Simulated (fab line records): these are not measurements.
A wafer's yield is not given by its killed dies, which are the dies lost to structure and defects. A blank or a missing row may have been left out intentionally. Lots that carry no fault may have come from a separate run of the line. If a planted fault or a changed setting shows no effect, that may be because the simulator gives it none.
Problem report, 8D (eight disciplines) form, completed by code + flow sfq line + the parts of the form that need people (team, actions taken, sign-off) are left out

1. WHAT WENT WRONG
Mean of oes product au at SFQ_TRILAYER_M1_ETCH_METAL_ETCH_042: 0.988 a.u. across 2 wafers in 2 lots; on wafers with no fault it is 0.895 a.u. (standard deviation 0.0069). Relative to the usual mean, that is a shift of +13 standard deviations.
The step: etches Nb in Cl2/Ar, stops on SiO2, target depth 240 nm, time 120 s.
Seen first at day 13 17:44 on rie metal-04, wafer L297.2. At this step, 17 wafers from 6 lots have a number in the record. Rule for "out" (also "out of limits"): further than 4 standard deviations from the usual mean. The other wafers with a number count as sound.

2. WHAT IT IS AND WHAT IT IS NOT
| question                    | is                           | is not                                                                                |
|-----------------------------|------------------------------|---------------------------------------------------------------------------------------|
| which readings at this step | oes product au, run length s | drypump motor current A                                                               |
| which lots                  | L297, L302                   | L296, L311, L316, L317                                                                |
| which wafers of those lots  | L297.2, L302.4               | L297.1, L297.5, L302.6                                                                |
| read on which tools         | rie metal-04                 | rie metal-02                                                                          |
| when                        | from day 13 17:44            | up to then (5 sound wafers); but 10 sound wafers of L302, L311, L316, L317 came after |

3. SUSPECTS, AND WHAT RULES EACH OUT
Counting: any tool at a process step up to the reading remains a suspect provided it ran every lot that is out. Sound lots after the first of them don't rule it out here, since some wafers of a struck lot are sound.
- pvd sputter-04 at SFQ_TRILAYER_M1_DEP_SPUTTER_037 (material Nb, target thk 200 nm, time 133.3 s): kept. Every lot that is out went through it, the first being L297 (day 10 09:02); the last sound lot it ran before that was L296 (day 10 06:02).
- rie metal-04 at SFQ_TRILAYER_M1_BARC_OPEN_METAL_ETCH_054 (etches BARC in O2, target depth 125 nm, time 41.7 s): kept. Every lot that is out went through it, the first being L297 (day 13 17:40); the last sound lot it ran before that was L296 (day 13 12:52).
- rie metal-04 at SFQ_TRILAYER_M1_ETCH_METAL_ETCH_042 (etches Nb in Cl2/Ar, stops on SiO2, target depth 240 nm, time 120 s): kept. Every lot that is out went through it, the first being L297 (day 13 17:44); the last sound lot it ran before that was L296 (day 13 12:56). Out on those wafers are its own readings of oes product au, run length s.
The count leaves pvd sputter-04 at SFQ_TRILAYER_M1_DEP_SPUTTER_037, rie metal-04 at SFQ_TRILAYER_M1_BARC_OPEN_METAL_ETCH_054, and rie metal-04 at SFQ_TRILAYER_M1_ETCH_METAL_ETCH_042.

4. THE CAUSE (what the simulator had put in)
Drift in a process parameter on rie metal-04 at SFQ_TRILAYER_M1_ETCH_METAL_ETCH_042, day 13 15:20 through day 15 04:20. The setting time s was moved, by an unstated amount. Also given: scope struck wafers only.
3 suspects survive the count, and this tool is in that group.

5. SEQUENCE OF EFFECTS, ordered by route
Rows list readings where the struck wafers' mean (over those with a number) sits beyond 3 standard deviations from the usual. Only readings for which the record gives a usual standard deviation are gone through. hours: the time from each lot's start at the first step in this table that gives one to its start at this step, as a median over the lots. sigmas: the change in usual standard deviations.
| hours | step                                | reading        | usual      | on struck wafers | change | sigmas |
|-------|-------------------------------------|----------------|------------|------------------|--------|--------|
| 0     | SFQ_TRILAYER_M1_ETCH_METAL_ETCH_042 | oes product au | 0.895 a.u. | 0.988            | +0.093 | +13    |
| 0     | SFQ_TRILAYER_M1_ETCH_METAL_ETCH_042 | run length s   | 148.4 s    | 138.8            | -9.6   | -12    |
Here are the process steps it includes:
- SFQ_TRILAYER_M1_ETCH_METAL_ETCH_042: etches Nb in Cl2/Ar, stops on SiO2, target depth 240 nm, time 120 s.

6. WHAT WOULD HAVE CAUGHT IT SOONER
In this record no reading fell out of limits until day 13 17:44, 2 hours after the fault had begun at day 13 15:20.
